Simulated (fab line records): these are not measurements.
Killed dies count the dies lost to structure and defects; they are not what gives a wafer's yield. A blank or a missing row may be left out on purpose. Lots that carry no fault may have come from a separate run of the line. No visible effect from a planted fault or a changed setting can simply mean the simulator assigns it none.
Problem report in the 8D (eight disciplines) form, filled by code    flow sky130    the parts of the form that need people (team, actions taken, sign-off) are left out

1. WHAT WENT WRONG
At SKY_VIA1_SOFTBAKE_08, run-length-s averages 99.75 s over 5 wafers from 3 lots, while fault-free wafers read 119.19 s, standard deviation 0.1. That is -99 or more standard deviations from the usual mean.
The step: time 90 s.
Earliest sighting: wafer L741.3 on litho-track-02 at day 37 23:00. At this step, 34 wafers from 12 lots have a number in the record. The rule behind "out" and "out of limits": a value lying over 4 standard deviations away from the usual mean. All remaining wafers that have a number are taken as sound.

2. WHAT IT IS, WHAT IT ISN'T
question                     is                                      is not
which readings at this step  run-length-s, heater-power-total-W      -
which lots                   L741, L742, L745                        L726, L728, L729, L730, L731, L732, L733, L735, L738
which wafers of those lots   L741.3, L741.6, L742.6, L745.3, L745.6  L741.5, L742.5
read on which tools          litho-track-02                          litho-track-03, litho-track-04
when                         from day 37 23:00                       up to then (28 sound wafers); but 1 sound wafer of L742 came after

3. SUSPECTS, AND WHAT RULES EACH OUT
Counting: any tool at a process step up to the reading remains a suspect provided it ran every lot that is out. Sound lots after the first of them don't rule it out here, since some wafers of a struck lot are sound.
- litho-track-02 at SKY_VIA1_SOFTBAKE_08 (time 90 s): kept. It ran every lot that is out, first L741 (day 37 23:00); its last sound lot up to then is L738 (day 37 04:00). Its own heater-power-total-W, run-length-s readings are out on those wafers.
The count leaves litho-track-02 at SKY_VIA1_SOFTBAKE_08.

4. THE CAUSE (what the simulator had put in)
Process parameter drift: litho-track-02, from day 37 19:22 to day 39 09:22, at SKY_VIA1_SOFTBAKE_08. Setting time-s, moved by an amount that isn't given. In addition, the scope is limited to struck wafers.
Only this tool survived the counting.

5. THE CHAIN OF EFFECTS, in route order
One row per reading whose mean, taken over the struck wafers that have a number, lies over 3 standard deviations from the usual. Readings are gone through only where the record gives a usual standard deviation; hours: the median, over the lots, of the time from a lot's start at the first step in this table giving one to that lot's start at this step; sigmas: the change measured in usual standard deviations.
hours  step                  reading               usual     on struck wafers  change  sigmas
0      SKY_VIA1_SOFTBAKE_08  heater-power-total-W  57.36 W   62.06             +4.70   +43
0      SKY_VIA1_SOFTBAKE_08  run-length-s          119.19 s  99.75             -19.44  -99 or more
Here are the process steps it includes:
- SKY_VIA1_SOFTBAKE_08: time 90 s.

6. HOW IT WOULD HAVE BEEN CAUGHT EARLIER
4 hours passed between the start of the fault at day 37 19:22 and the first reading out of limits in this record, taken at day 37 23:00.
